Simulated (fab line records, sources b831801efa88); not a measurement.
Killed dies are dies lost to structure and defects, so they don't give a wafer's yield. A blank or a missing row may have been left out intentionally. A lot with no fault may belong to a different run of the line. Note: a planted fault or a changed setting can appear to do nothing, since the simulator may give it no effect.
Code-filled problem report in 8D (eight disciplines) form + flow sky130 + the parts of the form that need people (team, actions taken, sign-off) are left out

## 1. THE PROBLEM
Mean of bias w at SKY_METAL3_METAL_ETCH_18: 47.11 W across 3 wafers in 2 lots; on wafers with no fault it is 48.49 W (standard deviation 0.15). Relative to the usual mean, that is a shift of -9.2 standard deviations.
The step: etches the open film in Cl2/BCl3, stops on SiO2, target depth 845 nm, time 183.1 s.
Seen first at day 41 05:22 on rie metal-01, wafer L927.1. Wafers with a number at this step in the record: 33, from 11 lots. Rule for "out" (also "out of limits"): further than 4 standard deviations from the usual mean. The other wafers with a number count as sound.

## 2. WHAT IT IS, AND WHAT IT ISN'T
| question                    | is                     | is not                                                                                                              |
|-----------------------------|------------------------|---------------------------------------------------------------------------------------------------------------------|
| which readings at this step | bias w                 | drypump motor current A, oes product au, throttle valve pct                                                         |
| which lots                  | L927, L929             | L920, L933, L934, L935, L937, L938, L939, L941, L942                                                                |
| which wafers of those lots  | L927.1, L927.4, L929.5 | L927.2, L929.4, L929.6                                                                                              |
| read on which tools         | rie metal-01           | rie metal-03, rie metal-04                                                                                          |
| when                        | from day 41 05:22      | up to then (4 sound wafers); but 26 sound wafers of L929, L933, L934, L935, L937, L938, L939, L941, L942 came after |

## 3. SUSPECTS, AND WHAT RULES EACH OUT
Counting: a tool at a process step up to the reading stays a suspect if it ran every lot that is out. Sound lots after the first of them don't rule it out here, since some wafers of a struck lot are sound.
- rie metal-02 at SKY_CAPM_METAL_ETCH_13 (etches TiN in Cl2/BCl3, stops on SiO2, target depth 220 nm, time 62.9 s): kept. It ran every lot that is out, first L927 (day 40 04:14).
- rie metal-04 at SKY_METAL3_DESCUM_15 (chemistry O2, time 8 s): kept. It ran every lot that is out, first L927 (day 41 05:13).
- rie metal-01 at SKY_METAL3_METAL_ETCH_18 (etches the open film in Cl2/BCl3, stops on SiO2, target depth 845 nm, time 183.1 s): kept. Every lot that is out went through it, the first being L927 (day 41 05:22); the last sound lot it ran before that was L920 (day 39 20:28). Out on those wafers are its own readings of bias w.
- The sound lot-mates ran in chamber 1 of rie metal-01 at SKY_METAL3_METAL_ETCH_18, but the wafers that are out ran in chamber 0.
Left after counting: rie metal-02 at SKY_CAPM_METAL_ETCH_13, rie metal-04 at SKY_METAL3_DESCUM_15, rie metal-01 at SKY_METAL3_METAL_ETCH_18.

## 4. THE CAUSE (what the simulator had put in)
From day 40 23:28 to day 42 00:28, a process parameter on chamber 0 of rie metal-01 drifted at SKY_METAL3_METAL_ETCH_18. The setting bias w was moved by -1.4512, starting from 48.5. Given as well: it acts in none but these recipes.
This tool is one of the 3 suspects left after counting.

## 5. THE EFFECT CHAIN, in route order
Each row: a reading where the mean over the struck wafers with a number is more than 3 standard deviations away from the usual. Scope: only readings with a usual standard deviation given in the record; hours: median across lots of the time from each lot's start at the first step in this table that gives one to its start at this step; sigmas: change in usual standard deviations.
| hours | step                     | reading | usual   | on struck wafers | change | sigmas |
|-------|--------------------------|---------|---------|------------------|--------|--------|
| 0     | SKY_METAL3_METAL_ETCH_18 | bias w  | 48.49 W | 47.11            | -1.38  | -9.2   |
Its process steps:
- SKY_METAL3_METAL_ETCH_18: etches the open film in Cl2/BCl3, stops on SiO2, target depth 845 nm, time 183.1 s.
Later measuring or inspecting steps at which every struck wafer that the step has a row for has a number for every such reading, and none has moved that far: SKY_VIA3_BOW_MEAS_03.

## 6. HOW IT WOULD HAVE BEEN CAUGHT EARLIER
The fault began at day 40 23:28; the first out-of-limits reading in this record came at day 41 05:22, 6 hours later.
